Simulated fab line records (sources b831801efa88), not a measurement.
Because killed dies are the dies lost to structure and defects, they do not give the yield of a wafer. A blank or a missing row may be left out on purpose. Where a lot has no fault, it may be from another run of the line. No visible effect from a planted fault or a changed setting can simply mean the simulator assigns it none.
A lot that was struck, set against a sound lot + flow sfqLine + 26 steps out of a route of 325
Sound: the wafers L406.2, L406.5, L406.6. Struck: wafers L413.2, L413.5, L413.6. The cause is given at the end.
Order at every step that has rows: each side's tool, ch and its chambers, its first start. Under that, the readings that differ: sound wafers + struck wafers + difference of the means + sigmas: that difference in standard deviations of wafers without a fault.
alike: same words and numbers on both sides, and readings whose means sit less than 2 such deviations apart. not compared: any withheld reading, any reading some wafer has no value for, any bound like >300 that may hide the same value, and any number with overlapping values for which the record gives no deviation.
The two part at a step that has a row with sigmas, a row that says differs or no value, or rows on one side only. Numbers that don't overlap but have no deviation are shown without sigmas and don't part them. A reading missing from all wafers of one side parts the sides only when that side holds two or more wafers.

SFQ_L0_RS_MEAS_901: uses a four-point probe to measure.
  sound on filmMetro-02, day 2 08:35; struck on filmMetro-03, day 3 19:35
  alike: L0_MONX_KI_RS
SFQ_L0_THK_MEAS_902: measures by xrf.
  sound on filmMetro-02, day 2 08:41; struck on filmMetro-03, day 3 19:41
  alike: L0_MONX_KI_THK
then, 6 steps without rows for these wafers: SFQ_TRILAYER_L0_LITHO_COAT_010 (resist thk 62 nm); SFQ_TRILAYER_L0_LITHO_COAT_005 (resist thk 600 nm); SFQ_TRILAYER_L0_LITHO_SOFTBAKE_009; SFQ_TRILAYER_L0_LITHO_EXPOSE_006 (exposes mask L0, target cd 2000 nm); SFQ_TRILAYER_L0_LITHO_PEB_008 (peb time 60 s); SFQ_TRILAYER_L0_LITHO_DEVELOP_007 (time 60 s).
-- the record jumps here: 3 days lie between the struck wafers' starts before and after --
SFQ_TRILAYER_L0_BARC_OPEN_METAL_ETCH_010: etches BARC in O2, target depth 125 nm, time 41.7 s.
  sound on rieMetal-02 ch 0,1, day 5 05:38; struck on rieMetal-01 ch 0,1, day 7 03:49
  alike: drypumpMotorCurrentA, oesProductAu
  not compared: rfHoursCounterH
then, 1 step without rows for these wafers: SFQ_TRILAYER_L0_ETCH_METAL_ETCH_008 (etches MoNx KI in SF6/O2, stops on SiO2, target depth 50 nm, time 25 s).
SFQ_TRILAYER_L0_STRIP_STRIP_009: strips in O2.
  sound on rieMetal-02 ch 0,1, day 5 05:44; struck on rieMetal-01 ch 0,1, day 7 03:56
  alike: drypumpMotorCurrentA, oesProductAu
  not compared: rfHoursCounterH
then, 1 step without rows for these wafers: SFQ_TRILAYER_L0_STRIP_SOLV_CLEAN_010 (cleans in NMP, time 600 s).
SFQ_TRILAYER_L0_CAP_PECVD_011: deposits SiO2 from SiH4/N2O, time 13.333 s, target thk 60 nm.
  sound on pecvd-04 ch 1,2, day 5 06:31; struck on pecvd-01 ch 0,1,2, day 7 04:42
| reading                                            | sound             | struck         | difference | sigmas |
|----------------------------------------------------|-------------------|----------------|------------|--------|
| model.SiO2_of_TRILAYER_L0_CAP_PECVD_011.thkNm (nm) | 59.33 59.64 59.42 | 57 57.63 58.12 | -2         |        |
  alike: chamberPressureTorr, heaterPowerW, throttleValvePct
then, 6 steps without rows for these wafers: SFQ_TRILAYER_L0_VIA_LITHO_COAT_018 (resist thk 62 nm); SFQ_TRILAYER_L0_VIA_LITHO_COAT_013 (resist thk 650 nm); SFQ_TRILAYER_L0_VIA_LITHO_SOFTBAKE_017; SFQ_TRILAYER_L0_VIA_LITHO_EXPOSE_014 (exposes mask L0V, target cd 700 nm); SFQ_TRILAYER_L0_VIA_LITHO_PEB_016 (peb time 60 s); SFQ_TRILAYER_L0_VIA_LITHO_DEVELOP_015 (time 60 s).
-- the record jumps here: 4 days lie between the struck wafers' starts before and after --
SFQ_L0V_OVL_MEAS_903:
  sound on overlay-02, day 9 03:44; struck on overlay-01, day 11 04:49
  alike: L0V_OVL
SFQ_TRILAYER_L0_VIA_BARC_OPEN_VIA_ETCH_021: etches BARC in O2, target depth 125 nm, time 41.7 s.
  sound on rieDiel-04 ch 0,1,3, day 9 03:46; struck on rieDiel-02 ch 0,3, day 11 04:51
  alike: drypumpMotorCurrentA, oesProductAu
  not compared: rfHoursCounterH
SFQ_TRILAYER_L0_VIA_ETCH_VIA_ETCH_016: etches SiO2 in CHF3, stops on MoNx KI, target depth 80 nm.
  sound on rieDiel-04 ch 0,1,3, day 9 03:48; struck on rieDiel-02 ch 0,3, day 11 04:53
| reading                       | sound             | struck         | difference | sigmas |
|-------------------------------|-------------------|----------------|------------|--------|
| model.etch.depthNm (nm)       | 59.33 59.64 59.42 | 57 57.63 58.12 | -2         |        |
| model.L0V.featureDepthNm (nm) | 59.33 59.64 59.42 | 57 57.63 58.12 | -2         |        |
  alike: drypumpMotorCurrentA, oesProductAu
SFQ_TRILAYER_L0_VIA_STRIP_STRIP_017: strips in O2.
  sound on rieMetal-01 ch 0,1, day 9 03:51; struck on rieMetal-03 ch 0,1, day 11 05:09
  alike: drypumpMotorCurrentA, oesProductAu
  not compared: rfHoursCounterH
then, 1 step without rows for these wafers: SFQ_TRILAYER_L0_VIA_STRIP_SOLV_CLEAN_018 (cleans in NMP, time 600 s).
SFQ_TRILAYER_M0_DEP_PRE_CLEAN_020: time 15 s.
  sound on pvdSputter-03, day 9 04:37; struck on pvdSputter-06, day 11 05:55
| reading                                            | sound             | struck         | difference | sigmas |
|----------------------------------------------------|-------------------|----------------|------------|--------|
| model.SiO2_of_TRILAYER_L0_CAP_PECVD_011.thkNm (nm) | 54.33 54.64 54.42 | 52 52.63 53.12 | -2         |        |
SFQ_TRILAYER_M0_DEP_SPUTTER_019: material Nb, target thk 200 nm, time 133.3 s.
  sound on pvdSputter-03, day 9 04:39; struck on pvdSputter-06, day 11 05:57
  alike: basePressurePa, cathodeDcPowerW, substrateTempC, throttleValvePct

== WHERE THEY PART ==
Nowhere in this record.

WHY: whatever the simulator had introduced
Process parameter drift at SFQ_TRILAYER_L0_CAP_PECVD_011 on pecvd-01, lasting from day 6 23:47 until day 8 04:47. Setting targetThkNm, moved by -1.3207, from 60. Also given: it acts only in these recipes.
